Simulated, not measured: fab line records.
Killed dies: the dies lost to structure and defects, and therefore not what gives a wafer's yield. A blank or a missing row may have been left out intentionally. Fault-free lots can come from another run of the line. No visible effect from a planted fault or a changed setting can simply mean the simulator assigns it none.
Which of the tools did it? / flow gf180mcu / 36 wafers from 12 lots sampled at 5 of the route's 602 steps

## WHAT EACH GAUGE READ, for each wafer
GF_VT_IMPLANT_TW_MEAS_32. Usual: VT_IMPLANT_3_TW gives 269.4 (standard deviation 2.3).
lot=L493; measured=day 6 22:48; on=filmMetro-02; VT_IMPLANT_3_TW=270.6 270.9 270.5; flag=
lot=L494; measured=day 7 07:17; on=filmMetro-03; VT_IMPLANT_3_TW=268.7 267.8 268.4; flag=
lot=L495; measured=day 7 18:50; on=filmMetro-03; VT_IMPLANT_3_TW=268.3 267.8 266.3; flag=
lot=L496; measured=day 8 00:53; on=filmMetro-01; VT_IMPLANT_3_TW=269.9 269.8 269.5; flag=
lot=L503; measured=day 9 19:29; on=filmMetro-01; VT_IMPLANT_3_TW=267.6 268.7 268.4; flag=
lot=L504; measured=day 10 01:05; on=filmMetro-02; VT_IMPLANT_3_TW=274.1 273.6 272.6; flag=
lot=L505; measured=day 10 08:59; on=filmMetro-03; VT_IMPLANT_3_TW=271.0 268.4 269.9; flag=
lot=L510; measured=day 11 15:29; on=filmMetro-02; VT_IMPLANT_3_TW=272.2 273.0 271.1; flag=
lot=L511; measured=day 11 22:52; on=filmMetro-03; VT_IMPLANT_3_TW=265.4 266.5 264.6; flag=
lot=L513; measured=day 12 13:53; on=filmMetro-03; VT_IMPLANT_3_TW=266.7 268.4 267.8; flag=
lot=L514; measured=day 12 19:45; on=filmMetro-02; VT_IMPLANT_3_TW=271.3 271.7 272.9; flag=
lot=L516; measured=day 13 15:51; on=filmMetro-02; VT_IMPLANT_3_TW=274.3 274.3 271.5; flag=

GF_PSD_RS_MEAS_14: measurement is done with a four-point probe. Usual: NSD_RS gives 46.15 ohm/sq (standard deviation 0.073).
lot=L493; measured=day 14 07:08; on=filmMetro-02; NSD_RS (ohm/sq)=46.26 46.20 46.21; flag=
lot=L494; measured=day 14 19:26; on=filmMetro-03; NSD_RS (ohm/sq)=46.21 46.22 46.23; flag=
lot=L495; measured=day 15 10:59; on=filmMetro-02; NSD_RS (ohm/sq)=46.09 46.17 46.19; flag=
lot=L496; measured=day 15 21:57; on=filmMetro-03; NSD_RS (ohm/sq)=46.13 46.23 46.17; flag=
lot=L503; measured=day 18 05:11; on=filmMetro-02; NSD_RS (ohm/sq)=46.03 46.00 46.10; flag=
lot=L504; measured=day 18 12:47; on=filmMetro-03; NSD_RS (ohm/sq)=46.21 46.13 46.17; flag=
lot=L505; measured=day 18 22:45; on=filmMetro-03; NSD_RS (ohm/sq)=46.11 46.10 46.13; flag=
lot=L510; measured=day 20 15:36; on=filmMetro-02; NSD_RS (ohm/sq)=46.22 46.21 46.14; flag=
lot=L511; measured=day 21 01:14; on=filmMetro-02; NSD_RS (ohm/sq)=46.09 46.09 46.17; flag=
lot=L513; measured=day 21 17:11; on=filmMetro-02; NSD_RS (ohm/sq)=46.18 46.09 46.16; flag=
lot=L514; measured=day 22 01:17; on=filmMetro-02; NSD_RS (ohm/sq)=46.01 46.17 46.01; flag=
lot=L516; measured=day 22 23:48; on=filmMetro-02; NSD_RS (ohm/sq)=46.14 46.16 46.18; flag=

GF_PSD_RS_MEAS_15: measurement is done with a four-point probe. Usual: PSD_RS gives 108.55 ohm/sq (standard deviation 0.26).
lot=L493; measured=day 14 07:15; on=filmMetro-02; PSD_RS (ohm/sq)=108.90 108.92 108.65; flag=
lot=L494; measured=day 14 19:34; on=filmMetro-03; PSD_RS (ohm/sq)=108.60 108.31 108.88; flag=
lot=L495; measured=day 15 11:07; on=filmMetro-02; PSD_RS (ohm/sq)=108.57 108.53 108.47; flag=
lot=L496; measured=day 15 22:04; on=filmMetro-03; PSD_RS (ohm/sq)=108.27 108.82 108.34; flag=
lot=L503; measured=day 18 05:18; on=filmMetro-02; PSD_RS (ohm/sq)=108.28 108.34 108.25; flag=
lot=L504; measured=day 18 12:55; on=filmMetro-03; PSD_RS (ohm/sq)=108.88 108.56 108.65; flag=
lot=L505; measured=day 18 22:52; on=filmMetro-03; PSD_RS (ohm/sq)=108.33 108.43 108.10; flag=
lot=L510; measured=day 20 15:43; on=filmMetro-02; PSD_RS (ohm/sq)=108.71 108.78 108.55; flag=
lot=L511; measured=day 21 01:21; on=filmMetro-02; PSD_RS (ohm/sq)=108.30 108.22 108.80; flag=
lot=L513; measured=day 21 17:19; on=filmMetro-02; PSD_RS (ohm/sq)=108.25 108.61 108.51; flag=
lot=L514; measured=day 22 01:25; on=filmMetro-02; PSD_RS (ohm/sq)=108.38 108.84 108.75; flag=
lot=L516; measured=day 22 23:55; on=filmMetro-02; PSD_RS (ohm/sq)=108.98 108.57 108.57; flag=

## TOOL THAT RAN EACH LOT (tool first, then ch and the chambers of the sampled wafers, then the start)
lot=L493; GF_STI_ETCH_14=rieSi-02 ch 0,3, day 2 02:01; GF_STI_STRIP_15=plasmaAsher-03 ch 0,1, day 2 02:07
lot=L494; GF_STI_ETCH_14=rieSi-02 ch 1,2,3, day 2 08:46; GF_STI_STRIP_15=plasmaAsher-03 ch 0,1, day 2 08:50
lot=L495; GF_STI_ETCH_14=rieSi-01 ch 0,1,2, day 2 14:49; GF_STI_STRIP_15=plasmaAsher-02 ch 0,1, day 2 14:53
lot=L496; GF_STI_ETCH_14=rieSi-02 ch 0,2,3, day 2 17:52; GF_STI_STRIP_15=plasmaAsher-02 ch 0,1, day 2 17:56
lot=L503; GF_STI_ETCH_14=rieSi-02 ch 1,2,3, day 4 05:54; GF_STI_STRIP_15=plasmaAsher-01 ch 0,1, day 4 05:58
lot=L504; GF_STI_ETCH_14=rieSi-02 ch 0,1,3, day 4 11:07; GF_STI_STRIP_15=plasmaAsher-01 ch 0,1, day 4 11:11
lot=L505; GF_STI_ETCH_14=rieSi-02 ch 0,1,2, day 4 17:21; GF_STI_STRIP_15=plasmaAsher-03 ch 0,1, day 4 17:25
lot=L510; GF_STI_ETCH_14=rieSi-01 ch 0,2, day 5 17:12; GF_STI_STRIP_15=plasmaAsher-03 ch 0,1, day 5 17:16
lot=L511; GF_STI_ETCH_14=rieSi-01 ch 1,2,3, day 5 23:52; GF_STI_STRIP_15=plasmaAsher-01 ch 0,1, day 5 23:56
lot=L513; GF_STI_ETCH_14=rieSi-01 ch 1,2,3, day 6 10:09; GF_STI_STRIP_15=plasmaAsher-03 ch 0,1, day 6 10:13
lot=L514; GF_STI_ETCH_14=rieSi-01 ch 1,2, day 6 14:34; GF_STI_STRIP_15=plasmaAsher-03 ch 0,1, day 6 14:40
lot=L516; GF_STI_ETCH_14=rieSi-01 ch 2,3, day 7 01:00; GF_STI_STRIP_15=plasmaAsher-01 ch 1, day 7 01:04
- GF_STI_ETCH_14: etches Si in HBr/Cl2/O2, target depth 360 nm, time 102.9 s.
- GF_STI_STRIP_15: strips in O2/N2.

## WHAT THE TOOLS THEMSELVES READ (means of the sampled wafers that have a number; where no wafer has one, the mark that the record gives instead)
GF_STI_ETCH_14. Usual: drypumpMotorCurrentA 5.6 A, standard deviation 0.39; oesProductAu 1.000 a.u., standard deviation 0.016; throttleValvePct 25.658 %, standard deviation 0.014.
lot=L493; tool=rieSi-02; drypumpMotorCurrentA (A)=5.6; oesProductAu (a.u.)=1.010; throttleValvePct (%)=25.652; flag=
lot=L494; tool=rieSi-02; drypumpMotorCurrentA (A)=5.6; oesProductAu (a.u.)=0.992; throttleValvePct (%)=25.659; flag=
lot=L495; tool=rieSi-01; drypumpMotorCurrentA (A)=5.5; oesProductAu (a.u.)=1.006; throttleValvePct (%)=25.655; flag=
lot=L496; tool=rieSi-02; drypumpMotorCurrentA (A)=5.5; oesProductAu (a.u.)=1.004; throttleValvePct (%)=25.656; flag=
lot=L503; tool=rieSi-02; drypumpMotorCurrentA (A)=5.6; oesProductAu (a.u.)=0.983; throttleValvePct (%)=25.660; flag=
lot=L504; tool=rieSi-02; drypumpMotorCurrentA (A)=5.4; oesProductAu (a.u.)=0.698; throttleValvePct (%)=25.862; flag=OFF
lot=L505; tool=rieSi-02; drypumpMotorCurrentA (A)=5.3; oesProductAu (a.u.)=0.695; throttleValvePct (%)=25.862; flag=OFF
lot=L510; tool=rieSi-01; drypumpMotorCurrentA (A)=5.6; oesProductAu (a.u.)=1.013; throttleValvePct (%)=25.655; flag=
lot=L511; tool=rieSi-01; drypumpMotorCurrentA (A)=5.7; oesProductAu (a.u.)=1.015; throttleValvePct (%)=25.645; flag=
lot=L513; tool=rieSi-01; drypumpMotorCurrentA (A)=5.7; oesProductAu (a.u.)=1.002; throttleValvePct (%)=25.657; flag=
lot=L514; tool=rieSi-01; drypumpMotorCurrentA (A)=5.3; oesProductAu (a.u.)=0.997; throttleValvePct (%)=25.659; flag=
lot=L516; tool=rieSi-01; drypumpMotorCurrentA (A)=5.8; oesProductAu (a.u.)=1.005; throttleValvePct (%)=25.662; flag=

GF_STI_STRIP_15. Usual: drypumpMotorCurrentA 5.8 A, standard deviation 0.56; heaterPowerW 355 W, standard deviation 52; oesProductAu 0.385 a.u., standard deviation 0.0053; stripTimeToEndpointS 3.74 s, standard deviation 0.059.
lot=L493; tool=plasmaAsher-03; drypumpMotorCurrentA (A)=6.2; heaterPowerW (W)=280; oesProductAu (a.u.)=0.385; stripTimeToEndpointS (s)=3.76; flag=
lot=L494; tool=plasmaAsher-03; drypumpMotorCurrentA (A)=6.3; heaterPowerW (W)=334; oesProductAu (a.u.)=0.387; stripTimeToEndpointS (s)=3.75; flag=
lot=L495; tool=plasmaAsher-02; drypumpMotorCurrentA (A)=6.3; heaterPowerW (W)=382; oesProductAu (a.u.)=0.386; stripTimeToEndpointS (s)=3.71; flag=
lot=L496; tool=plasmaAsher-02; drypumpMotorCurrentA (A)=6.4; heaterPowerW (W)=385; oesProductAu (a.u.)=0.384; stripTimeToEndpointS (s)=3.75; flag=
lot=L503; tool=plasmaAsher-01; drypumpMotorCurrentA (A)=5.3; heaterPowerW (W)=377; oesProductAu (a.u.)=0.389; stripTimeToEndpointS (s)=3.78; flag=
lot=L504; tool=plasmaAsher-01; drypumpMotorCurrentA (A)=5.1; heaterPowerW (W)=361; oesProductAu (a.u.)=0.404; stripTimeToEndpointS (s)=4.31; flag=OFF
lot=L505; tool=plasmaAsher-03; drypumpMotorCurrentA (A)=6.2; heaterPowerW (W)=282; oesProductAu (a.u.)=0.410; stripTimeToEndpointS (s)=4.32; flag=OFF
lot=L510; tool=plasmaAsher-03; drypumpMotorCurrentA (A)=6.3; heaterPowerW (W)=332; oesProductAu (a.u.)=0.379; stripTimeToEndpointS (s)=3.67; flag=
lot=L511; tool=plasmaAsher-01; drypumpMotorCurrentA (A)=5.1; heaterPowerW (W)=368; oesProductAu (a.u.)=0.380; stripTimeToEndpointS (s)=3.71; flag=
lot=L513; tool=plasmaAsher-03; drypumpMotorCurrentA (A)=6.3; heaterPowerW (W)=336; oesProductAu (a.u.)=0.384; stripTimeToEndpointS (s)=3.73; flag=
lot=L514; tool=plasmaAsher-03; drypumpMotorCurrentA (A)=6.3; heaterPowerW (W)=332; oesProductAu (a.u.)=0.384; stripTimeToEndpointS (s)=3.80; flag=
lot=L516; tool=plasmaAsher-01; drypumpMotorCurrentA (A)=5.4; heaterPowerW (W)=392; oesProductAu (a.u.)=0.386; stripTimeToEndpointS (s)=3.76; flag=

## THE ANSWER, worked out from the rows above alone
Rule: take the mean of a lot's wafers that have a number; if it is more than 3 standard deviations from the usual mean, the lot is off. A lot without any number at a reading at which 4 lots or more have one is off too. Where the step has rows for the other lots, those lots are counted as sound. Order of review: gauges by route order, followed by the tools' own readings, for which a lot's mean as printed above is used. At the first step where some lot is off, the reading lying furthest off is the one used; lots without a number count as furthest.
Off, at GF_STI_ETCH_14 on oesProductAu: L504, L505.
If a tool, at that step or one of the process steps before it, ran each lot that is off and ran no sound lot following the first of them, it fits. One fits: rieSi-02 at GF_STI_ETCH_14. Its last sound lot is L503 (day 4 05:54), its first lot that is off L504 (day 4 11:07): a fault that began between those two fits.
The tool's own readings at GF_STI_ETCH_14 bear it out: on the lots that are off they differ by more than 5 times the standard deviation of the sound lots' means. oesProductAu reads 0.696 a.u. there against 1.003 a.u. on the sound lots; throttleValvePct reads 25.862 % there against 25.656 % on the sound lots.

## WHAT HAD BEEN PUT IN BY THE SIMULATOR
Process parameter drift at GF_STI_ETCH_14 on rieSi-02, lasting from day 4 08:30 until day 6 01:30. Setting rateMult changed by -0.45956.
Lots struck among those shown: L504, L505. The rule above found the same.
